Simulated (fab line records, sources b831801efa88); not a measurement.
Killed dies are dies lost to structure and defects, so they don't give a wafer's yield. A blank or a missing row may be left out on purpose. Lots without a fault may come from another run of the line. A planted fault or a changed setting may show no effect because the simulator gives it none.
Which tool did it? | flow sky130 | 12 lots, 36 wafers sampled, at 1 step of a route of 708

WHAT THE GAUGES READ, wafer by wafer
SKY_VT_ADJUST_NCORE_OVL_MEAS_08.
lot  | measured     | on         | VT_ADJUST_NCORE_OVL (nm)
L075 | day 8 16:53  | overlay-01 | -0.4 -1.0 0.0
L077 | day 9 04:59  | overlay-02 | -1.0 -0.4 -0.3
L079 | day 9 17:18  | overlay-02 | 2.8 0.5 -1.4
L081 | day 10 19:36 | overlay-01 | 0.7 -3.6 -0.2
L083 | day 11 04:35 | overlay-02 | -1.4 -0.6 -2.7
L085 | day 11 16:02 | overlay-02 | 0.7 -0.9 -1.0
L087 | day 12 05:39 | overlay-01 | -0.4 1.4 -0.4
L089 | day 13 00:53 | overlay-01 | -2.9 -1.1 -2.3
L091 | day 13 10:02 | overlay-02 | -1.3 0.3 1.9
L093 | day 14 08:33 | overlay-02 | 2.4 2.0 4.6
L096 | day 15 09:02 | overlay-01 | -2.0 -2.8 -2.3
L097 | day 15 19:48 | overlay-01 | 0.4 1.9 -0.9

WHICH TOOL RAN EACH LOT (tool, then ch and the chambers of the sampled wafers, then the start)
The record holds no process step before these readings.

THE ANSWER, worked out from the rows above alone
Rule: what is usual is taken from the lots themselves. Put in order of their means at a reading, lots are off if they are a third of the lots or fewer, leave a main group of 4 or more, and stand apart from it by a gap of 3 or more times the standard deviation of the main group's means; of several such gaps the widest counts. A main group whose means are all the same, to the digits that the tables above print for the reading, isn't used. A lot without any number at a reading at which 4 lots or more have one is off too. The other lots that the step has rows for count as sound.
No lot is off at any reading shown: from this, nothing can be told.

WHAT THE SIMULATOR HAD PUT IN
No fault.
